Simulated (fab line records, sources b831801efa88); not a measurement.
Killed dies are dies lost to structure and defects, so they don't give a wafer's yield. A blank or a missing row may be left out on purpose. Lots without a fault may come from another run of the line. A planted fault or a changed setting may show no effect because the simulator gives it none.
Problem report in the 8D (eight disciplines) form, filled by code | flow sky130 | the parts of the form that need people (team, actions taken, sign-off) are left out

1. THE PROBLEM
killed_at_M4_up at SKY_PAD_OPEN_PROBE_99 reads a mean of 400.9 on 9 wafers of 3 lots; wafers without a fault read 3.0 with a standard deviation of 1.9. That is +99 or more standard deviations from the usual mean.
First seen on wafer L295.4, day 47 18:38, on prober-02. The record holds 33 wafers of 11 lots with a number at this step. Rule for "out", or "out of limits": more than 4 standard deviations from the usual mean. The other wafers with a number count as sound.

2. WHAT IT IS AND WHAT IT IS NOT
question                    | is                                                                                                                   | is not
which readings at this step | killed_at_M4_up, defect_limited_yield, killed_dies, killed_on_rim, sort_bin_3_pad_short, sort_n_pass, sort_yield_pct | killed_at_M0_to_M3, killed_at_contacts, killed_at_front_end, killed_at_other, killed_short, sort_bin_6_memory
which lots                  | L295, L296, L297                                                                                                     | L287, L288, L303, L304, L305, L308, L309, L310
which wafers of those lots  | all that have a number                                                                                               | -
read on which tools         | prober-01, prober-02                                                                                                 | -
when                        | from day 47 18:38                                                                                                    | up to then (6 sound wafers); but 18 sound wafers of L303, L304, L305, L308, L309, L310 came after

3. SUSPECTS, AND WHAT RULES EACH OUT
Counting: a tool at a process step up to the reading stays a suspect if it ran every lot that is out and no sound lot after the first of them.
- cmp-02 at SKY_VIA4_CMP_21 (polishes, stops on SiO2, t overpolish 25 s, target thk 0 nm): ruled out as a lasting fault. Sound lots L305, L308, L309, L310 ran on it after its first lot that is out, L295 (day 44 22:15).
Left after counting: nothing in the record.

4. THE CAUSE (what the simulator had put in)
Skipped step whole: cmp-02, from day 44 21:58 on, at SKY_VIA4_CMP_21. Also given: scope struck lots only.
Counting ruled it out, wrongly: the rule takes a fault to strike every lot that its tool runs from its start on, and this one did not.

5. THE CHAIN OF EFFECTS, in route order
Each row: a reading whose mean over the struck wafers that have a number lies more than 3 standard deviations from the usual. Only readings for which the record gives a usual standard deviation are gone through. hours: the time from each lot's start at the first step in this table that gives one to its start at this step, as a median over the lots. sigmas: the change in usual standard deviations.
hours | step                  | reading              | usual  | on struck wafers | change | sigmas
0     | SKY_PAD_OPEN_PROBE_99 | defect_limited_yield | 82.6 % | 0.0              | -82.6  | -41
0     | SKY_PAD_OPEN_PROBE_99 | killed_at_M4_up      | 3.0    | 400.9            | +397.9 | +99 or more
0     | SKY_PAD_OPEN_PROBE_99 | killed_dies          | 85     | 492              | +407   | +42
0     | SKY_PAD_OPEN_PROBE_99 | killed_on_rim        | 17     | 96               | +79    | +18
0     | SKY_PAD_OPEN_PROBE_99 | sort_bin_3_pad_short | 0.9 %  | 82.0             | +81.1  | +99 or more
0     | SKY_PAD_OPEN_PROBE_99 | sort_n_pass          | 407    | 0                | -407   | -42
0     | SKY_PAD_OPEN_PROBE_99 | sort_yield_pct       | 82.6 % | 0.0              | -82.6  | -41
The process steps in it:
- SKY_PAD_OPEN_PROBE_99
Readings that are blank on the struck wafers while sound wafers have them: edge_zone_pressure_frac at SKY_VIA4_CMP_21; head_pressure_psi at SKY_VIA4_CMP_21; motor_current_A at SKY_VIA4_CMP_21; overpolish_run_s at SKY_VIA4_CMP_21; slurry_filter_dp_kPa at SKY_VIA4_CMP_21; slurry_flow_ml_min at SKY_VIA4_CMP_21; time_to_endpoint_s at SKY_VIA4_CMP_21.

6. WHAT WOULD HAVE CAUGHT IT SOONER
In this record the first reading out of limits was taken at day 47 18:38, 69 hours after the fault began at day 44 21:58.
At SKY_VIA4_CMP_21 the tool's readings are blank on the struck wafers, where sound wafers have them: an empty tool record is the first sign, and it was there at once.
